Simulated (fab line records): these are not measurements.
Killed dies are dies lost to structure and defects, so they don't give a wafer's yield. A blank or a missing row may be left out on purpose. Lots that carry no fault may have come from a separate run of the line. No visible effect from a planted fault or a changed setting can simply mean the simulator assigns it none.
The tool behind it: which one? + flow gf180mcu + Sampling: 24 lots, 72 wafers, 6 of 602 route steps

WHAT THE GAUGES READ, wafer by wafer
GF_VT_IMPLANT_TW_MEAS_32. Usual: VT_IMPLANT_3_TW 270.4, standard deviation 1.6.
| lot  | measured     | on            | VT_IMPLANT_3_TW   | flag |
|------|--------------|---------------|-------------------|------|
| L074 | day 6 18:49  | film_metro-04 | 269.8 269.7 270.2 |      |
| L075 | day 7 06:11  | film_metro-04 | 269.1 269.1 268.1 |      |
| L076 | day 7 09:55  | film_metro-04 | 270.3 269.5 267.7 |      |
| L077 | day 7 13:53  | film_metro-04 | 269.4 269.3 269.3 |      |
| L078 | day 7 19:32  | film_metro-01 | 268.7 268.9 268.9 |      |
| L079 | day 8 05:29  | film_metro-02 | 271.3 271.0 270.3 |      |
| L080 | day 8 10:59  | film_metro-02 | 270.9 271.0 269.6 |      |
| L081 | day 8 15:56  | film_metro-04 | 269.4 271.2 271.8 |      |
| L082 | day 8 22:34  | film_metro-04 | 269.5 271.5 270.7 |      |
| L083 | day 9 08:48  | film_metro-04 | 270.9 269.7 269.6 |      |
| L084 | day 9 15:08  | film_metro-01 | 267.9 268.3 268.5 |      |
| L085 | day 9 21:41  | film_metro-01 | 269.8 267.9 268.0 |      |
| L086 | day 10 01:20 | film_metro-02 | 271.8 273.3 274.1 |      |
| L087 | day 10 16:37 | film_metro-04 | 271.4 270.8 269.5 |      |
| L088 | day 10 21:32 | film_metro-02 | 272.9 274.0 271.6 |      |
| L089 | day 11 02:21 | film_metro-01 | 270.2 271.0 271.0 |      |
| L090 | day 11 09:02 | film_metro-01 | 272.5 271.6 271.6 |      |
| L091 | day 11 13:51 | film_metro-01 | 269.3 271.1 270.9 |      |
| L092 | day 12 02:56 | film_metro-04 | 269.3 268.0 268.0 |      |
| L093 | day 12 03:35 | film_metro-04 | 269.3 267.9 268.0 |      |
| L094 | day 12 14:37 | film_metro-02 | 273.2 272.7 273.8 |      |
| L095 | day 12 17:58 | film_metro-04 | 268.9 270.7 270.1 |      |
| L096 | day 12 20:58 | film_metro-02 | 271.9 272.0 272.2 |      |
| L097 | day 13 03:11 | film_metro-01 | 269.9 270.2 269.9 |      |

GF_POLY_GATE_OVL_MEAS_11. Usual: POLY_GATE_OVL -2 nm, standard deviation 5.6.
| lot  | measured     | on         | POLY_GATE_OVL (nm) | flag |
|------|--------------|------------|--------------------|------|
| L074 | day 9 00:40  | overlay-02 | -3 -4 4            |      |
| L075 | day 9 13:19  | overlay-01 | -7 -2 -6           |      |
| L076 | day 9 17:38  | overlay-02 | 1 -7 -7            |      |
| L077 | day 9 21:52  | overlay-02 | 2 -1 12            |      |
| L078 | day 10 04:15 | overlay-02 | 5 5 1              |      |
| L079 | day 10 17:07 | overlay-01 | -7 6 0             |      |
| L080 | day 10 20:56 | overlay-01 | 0 -2 5             |      |
| L081 | day 11 03:07 | overlay-02 | 2 5 1              |      |
| L082 | day 11 10:10 | overlay-02 | 2 2 7              |      |
| L083 | day 11 20:57 | overlay-01 | 1 -3 -2            |      |
| L084 | day 12 04:43 | overlay-01 | 4 1 3              |      |
| L085 | day 12 10:58 | overlay-01 | 5 -7 -8            |      |
| L086 | day 12 15:34 | overlay-02 | -8 -12 -1          |      |
| L087 | day 13 07:49 | overlay-02 | -5 -9 -3           |      |
| L088 | day 13 15:16 | overlay-02 | -10 -11 -12        |      |
| L089 | day 13 18:44 | overlay-01 | 7 -2 3             |      |
| L090 | day 14 02:44 | overlay-02 | -14 -3 -6          |      |
| L091 | day 14 08:29 | overlay-01 | 10 -5 9            |      |
| L092 | day 14 21:57 | overlay-02 | -5 0 -2            |      |
| L093 | day 15 00:46 | overlay-02 | 3 6 1              |      |
| L094 | day 15 11:22 | overlay-02 | -1 -6 -4           |      |
| L095 | day 15 15:56 | overlay-01 | -8 -4 -6           |      |
| L096 | day 15 16:53 | overlay-02 | -11 -15 -10        |      |
| L097 | day 16 01:35 | overlay-02 | -3 11 -3           |      |

GF_POLY_GATE_CD_MEAS_18. Usual: cd_nm reads 280.3 nm (standard deviation 2.2).
| lot  | measured     | on        | cd_nm (nm)        | flag |
|------|--------------|-----------|-------------------|------|
| L074 | day 9 02:20  | cd_sem-02 | 279.1 280.8 276.9 |      |
| L075 | day 9 15:51  | cd_sem-02 | 281.3 281.9 282.3 |      |
| L076 | day 9 19:49  | cd_sem-01 | 279.0 277.5 279.0 |      |
| L077 | day 9 23:28  | cd_sem-02 | 278.8 281.6 279.9 |      |
| L078 | day 10 05:52 | cd_sem-01 | 277.0 280.1 278.1 |      |
| L079 | day 10 19:29 | cd_sem-02 | 283.5 279.9 284.3 |      |
| L080 | day 10 23:11 | cd_sem-01 | 279.6 275.0 279.3 |      |
| L081 | day 11 04:43 | cd_sem-01 | 277.5 281.1 283.4 |      |
| L082 | day 11 12:49 | cd_sem-02 | 281.9 284.5 280.9 |      |
| L083 | day 11 22:35 | cd_sem-02 | 280.5 280.7 279.6 |      |
| L084 | day 12 06:20 | cd_sem-01 | 278.0 278.9 279.0 |      |
| L085 | day 12 14:16 | cd_sem-01 | 277.3 274.8 280.8 |      |
| L086 | day 12 17:58 | cd_sem-01 | 281.7 283.6 284.3 |      |
| L087 | day 13 09:25 | cd_sem-01 | 282.6 279.0 278.4 |      |
| L088 | day 13 17:05 | cd_sem-02 | 278.7 281.5 280.8 |      |
| L089 | day 13 20:47 | cd_sem-01 | 279.3 280.3 284.5 |      |
| L090 | day 14 04:23 | cd_sem-01 | 277.7 279.5 280.3 |      |
| L091 | day 14 10:25 | cd_sem-01 | 282.5 278.0 281.9 |      |
| L092 | day 14 23:35 | cd_sem-02 | 279.1 279.6 280.4 |      |
| L093 | day 15 02:52 | cd_sem-01 | 277.4 276.9 275.9 |      |
| L094 | day 15 12:59 | cd_sem-02 | 281.3 279.1 279.0 |      |
| L095 | day 15 18:53 | cd_sem-01 | 282.0 281.2 280.4 |      |
| L096 | day 15 18:59 | cd_sem-02 | 282.2 285.5 280.7 |      |
| L097 | day 16 03:11 | cd_sem-01 | 281.1 278.9 283.2 |      |

GF_HV_LDD_TW_MEAS_38. Usual: HV_LDD_3_TW 1431, standard deviation 18.
| lot  | measured     | on            | HV_LDD_3_TW    | flag |
|------|--------------|---------------|----------------|------|
| L074 | day 11 08:43 | film_metro-03 | 1410 1412 1412 |      |
| L075 | day 11 22:42 | film_metro-04 | 1433 1432 1435 |      |
| L076 | day 12 04:32 | film_metro-04 | 1435 1442 1441 |      |
| L077 | day 12 07:56 | film_metro-03 | 1407 1407 1405 |      |
| L078 | day 12 14:54 | film_metro-03 | 1412 1402 1410 |      |
| L079 | day 13 06:50 | film_metro-03 | 1413 1407 1412 |      |
| L080 | day 13 09:35 | film_metro-04 | 1438 1436 1437 |      |
| L081 | day 13 16:40 | film_metro-04 | 1444 1442 1443 |      |
| L082 | day 14 01:49 | film_metro-02 | 1457 1464 1454 |      |
| L083 | day 14 11:09 | film_metro-04 | 1449 1453 1443 |      |
| L084 | day 14 20:12 | film_metro-03 | 1402 1391 1406 |      |
| L085 | day 15 05:35 | film_metro-03 | 1413 1417 1427 |      |
| L086 | day 15 07:50 | film_metro-02 | 1455 1451 1453 |      |
| L087 | day 16 00:13 | film_metro-04 | 1443 1436 1435 |      |
| L088 | day 16 09:50 | film_metro-02 | 1457 1448 1445 |      |
| L089 | day 16 15:01 | film_metro-04 | 1429 1434 1438 |      |
| L090 | day 16 22:43 | film_metro-04 | 1435 1440 1441 |      |
| L091 | day 17 05:34 | film_metro-02 | 1441 1441 1437 |      |
| L092 | day 17 19:57 | film_metro-04 | 1449 1446 1446 |      |
| L093 | day 17 23:41 | film_metro-03 | 1419 1415 1411 |      |
| L094 | day 18 10:20 | film_metro-03 | 1413 1412 1409 |      |
| L095 | day 18 15:35 | film_metro-03 | 1412 1415 1412 |      |
| L096 | day 18 17:35 | film_metro-02 | 1447 1452 1453 |      |
| L097 | day 19 02:34 | film_metro-02 | 1444 1441 1444 |      |

WHAT TOOL EACH LOT RAN ON (gives the tool, then ch and the chambers of the sampled wafers, and finally the start)
| lot  | GF_NWELL_STRIP_10                   | GF_POLY_GATE_ETCH_13             |
|------|-------------------------------------|----------------------------------|
| L074 | plasma_asher-02 ch 0,1, day 3 07:16 | rie_si-02 ch 0,1,3, day 9 00:44  |
| L075 | plasma_asher-03 ch 0,1, day 3 16:08 | rie_si-01 ch 0,1,2, day 9 13:24  |
| L076 | plasma_asher-04 ch 0,1, day 3 18:56 | rie_si-01 ch 0,3, day 9 17:44    |
| L077 | plasma_asher-02 ch 0,1, day 3 23:11 | rie_si-01 ch 0,1,3, day 9 21:57  |
| L078 | plasma_asher-02 ch 0,1, day 4 04:35 | rie_si-01 ch 1,3, day 10 04:20   |
| L079 | plasma_asher-02 ch 0,1, day 4 11:41 | rie_si-01 ch 2,3, day 10 17:12   |
| L080 | plasma_asher-02 ch 0,1, day 4 16:05 | rie_si-01 ch 2,3, day 10 21:02   |
| L081 | plasma_asher-02 ch 0,1, day 4 20:50 | rie_si-01 ch 0,1,2, day 11 03:12 |
| L082 | plasma_asher-04 ch 0,1, day 5 03:14 | rie_si-01 ch 0,1, day 11 10:15   |
| L083 | plasma_asher-04 ch 0,1, day 5 10:19 | rie_si-02 ch 2,3, day 11 21:02   |
| L084 | plasma_asher-04 ch 0,1, day 5 15:38 | rie_si-02 ch 2,3, day 12 04:48   |
| L085 | plasma_asher-04 ch 0,1, day 5 21:02 | rie_si-01 ch 1,2,3, day 12 11:04 |
| L086 | plasma_asher-04 ch 0,1, day 6 00:47 | rie_si-01 ch 0,1,2, day 12 15:40 |
| L087 | plasma_asher-03 ch 0,1, day 6 13:31 | rie_si-01 ch 0,1,3, day 13 07:54 |
| L088 | plasma_asher-04 ch 0,1, day 6 16:14 | rie_si-01 ch 2,3, day 13 15:22   |
| L089 | plasma_asher-02 ch 0,1, day 6 19:47 | rie_si-01 ch 2,3, day 13 18:49   |
| L090 | plasma_asher-03 ch 0,1, day 7 00:44 | rie_si-02 ch 0,2,3, day 14 02:49 |
| L091 | plasma_asher-02 ch 0,1, day 7 06:19 | rie_si-02 ch 0,2, day 14 08:34   |
| L092 | plasma_asher-02 ch 0,1, day 7 12:20 | rie_si-01 ch 0,1,3, day 14 22:02 |
| L093 | plasma_asher-04 ch 0,1, day 7 16:40 | rie_si-01 ch 1,3, day 15 00:52   |
| L094 | plasma_asher-04 ch 0,1, day 8 01:38 | rie_si-02 ch 1,2, day 15 11:28   |
| L095 | plasma_asher-03 ch 0,1, day 8 04:04 | rie_si-02 ch 1,2,3, day 15 16:02 |
| L096 | plasma_asher-04 ch 0,1, day 8 07:13 | rie_si-01 ch 2,3, day 15 16:57   |
| L097 | plasma_asher-03 ch 0,1, day 8 12:41 | rie_si-02 ch 1,2,3, day 16 01:41 |
- GF_NWELL_STRIP_10: strips in O2/N2.
- GF_POLY_GATE_ETCH_13: etches poly-Si in HBr/Cl2, stops on SiO2, target depth 198.5 nm, time 69.6 s.

WHAT THE TOOLS THEMSELVES READ (means of the sampled wafers that have a number; where no wafer has one, the mark that the record gives instead)
GF_NWELL_STRIP_10. Usual: drypump_motor_current_A 6.0 A, standard deviation 0.51; heater_power_w 329 W, standard deviation 33; oes_product_au 0.722 a.u., standard deviation 0.0045; strip_time_to_endpoint_s 36.99 s, standard deviation 0.11.
| lot  | tool            | drypump_motor_current_A (A) | heater_power_w (W) | oes_product_au (a.u.) | strip_time_to_endpoint_s (s) | flag |
|------|-----------------|-----------------------------|--------------------|-----------------------|------------------------------|------|
| L074 | plasma_asher-02 | 6.0                         | 335                | 0.725                 | 37.03                        |      |
| L075 | plasma_asher-03 | 5.8                         | 329                | 0.720                 | 36.90                        |      |
| L076 | plasma_asher-04 | 5.8                         | 335                | 0.721                 | 37.17                        |      |
| L077 | plasma_asher-02 | 6.1                         | 348                | 0.722                 | 36.98                        |      |
| L078 | plasma_asher-02 | 6.1                         | 348                | 0.726                 | 36.91                        |      |
| L079 | plasma_asher-02 | 6.0                         | 327                | 0.725                 | 36.95                        |      |
| L080 | plasma_asher-02 | 6.0                         | 330                | 0.722                 | 36.95                        |      |
| L081 | plasma_asher-02 | 6.0                         | 331                | 0.720                 | 36.95                        |      |
| L082 | plasma_asher-04 | 5.8                         | 335                | 0.726                 | 36.98                        |      |
| L083 | plasma_asher-04 | 5.8                         | 337                | 0.721                 | 37.02                        |      |
| L084 | plasma_asher-04 | 6.2                         | 312                | 0.716                 | 36.99                        |      |
| L085 | plasma_asher-04 | 5.8                         | 340                | 0.725                 | 36.96                        |      |
| L086 | plasma_asher-04 | 6.3                         | 312                | 0.724                 | 36.80                        |      |
| L087 | plasma_asher-03 | 5.8                         | 335                | 0.726                 | 37.08                        |      |
| L088 | plasma_asher-04 | 6.3                         | 311                | 0.723                 | 36.99                        |      |
| L089 | plasma_asher-02 | 6.0                         | 336                | 0.721                 | 37.15                        |      |
| L090 | plasma_asher-03 | 5.8                         | 334                | 0.720                 | 36.99                        |      |
| L091 | plasma_asher-02 | 6.0                         | 334                | 0.725                 | 36.93                        |      |
| L092 | plasma_asher-02 | 6.0                         | 336                | 0.721                 | 37.22                        |      |
| L093 | plasma_asher-04 | 5.8                         | 337                | 0.722                 | 36.85                        |      |
| L094 | plasma_asher-04 | 5.8                         | 337                | 0.721                 | 36.92                        |      |
| L095 | plasma_asher-03 | 5.5                         | 303                | 0.720                 | 37.15                        |      |
| L096 | plasma_asher-04 | 5.8                         | 342                | 0.722                 | 36.93                        |      |
| L097 | plasma_asher-03 | 5.4                         | 306                | 0.721                 | 37.02                        |      |

GF_POLY_GATE_ETCH_13. Usual: drypump_motor_current_A 5.9 A, standard deviation 0.42; oes_product_au 0.985 a.u., standard deviation 0.01; throttle_valve_pct 33.685 %, standard deviation 0.0096.
| lot  | tool      | drypump_motor_current_A (A) | oes_product_au (a.u.) | throttle_valve_pct (%) | flag |
|------|-----------|-----------------------------|-----------------------|------------------------|------|
| L074 | rie_si-02 | 5.7                         | 0.978                 | 33.692                 |      |
| L075 | rie_si-01 | 6.1                         | 0.979                 | 33.682                 |      |
| L076 | rie_si-01 | 5.6                         | 0.978                 | 33.690                 |      |
| L077 | rie_si-01 | 6.0                         | 0.983                 | 33.688                 |      |
| L078 | rie_si-01 | 6.3                         | 0.974                 | 33.691                 |      |
| L079 | rie_si-01 | 5.9                         | 0.981                 | 33.691                 |      |
| L080 | rie_si-01 | 5.9                         | 0.986                 | 33.682                 |      |
| L081 | rie_si-01 | 6.0                         | 0.986                 | 33.680                 |      |
| L082 | rie_si-01 | 6.3                         | 0.974                 | 33.680                 |      |
| L083 | rie_si-02 | 5.7                         | 0.986                 | 33.680                 |      |
| L084 | rie_si-02 | 5.7                         | 0.976                 | 33.687                 |      |
| L085 | rie_si-01 | 6.1                         | 0.987                 | 33.687                 |      |
| L086 | rie_si-01 | 6.1                         | 0.980                 | 33.679                 |      |
| L087 | rie_si-01 | 6.0                         | 0.988                 | 33.677                 |      |
| L088 | rie_si-01 | 5.9                         | 0.991                 | 33.686                 |      |
| L089 | rie_si-01 | 5.8                         | 0.990                 | 33.677                 |      |
| L090 | rie_si-02 | 5.7                         | 0.999                 | 33.688                 |      |
| L091 | rie_si-02 | 5.7                         | 0.989                 | 33.684                 |      |
| L092 | rie_si-01 | 6.0                         | 0.986                 | 33.689                 |      |
| L093 | rie_si-01 | 6.4                         | 0.994                 | 33.681                 |      |
| L094 | rie_si-02 | 6.4                         | 0.978                 | 33.689                 |      |
| L095 | rie_si-02 | 6.0                         | 0.991                 | 33.694                 |      |
| L096 | rie_si-01 | 5.8                         | 0.993                 | 33.684                 |      |
| L097 | rie_si-02 | 6.0                         | 0.988                 | 33.687                 |      |

THE ANSWER, worked out from the rows above alone
Rule: take the mean of a lot's wafers that have a number; if it is more than 3 standard deviations from the usual mean, the lot is off. Also off: a lot with no number at a reading for which 4 or more lots have one. Any other lot the step has rows for is counted as sound. After the gauges, taken in route order, come the tools' own readings; for these a lot's mean is taken, as printed above. The first step at which some lot is off is used, and at that step the reading that is off furthest; a lot without a number counts as furthest.
Nothing can be told from this: no lot is off at any reading shown.

WHAT HAD BEEN PUT IN BY THE SIMULATOR
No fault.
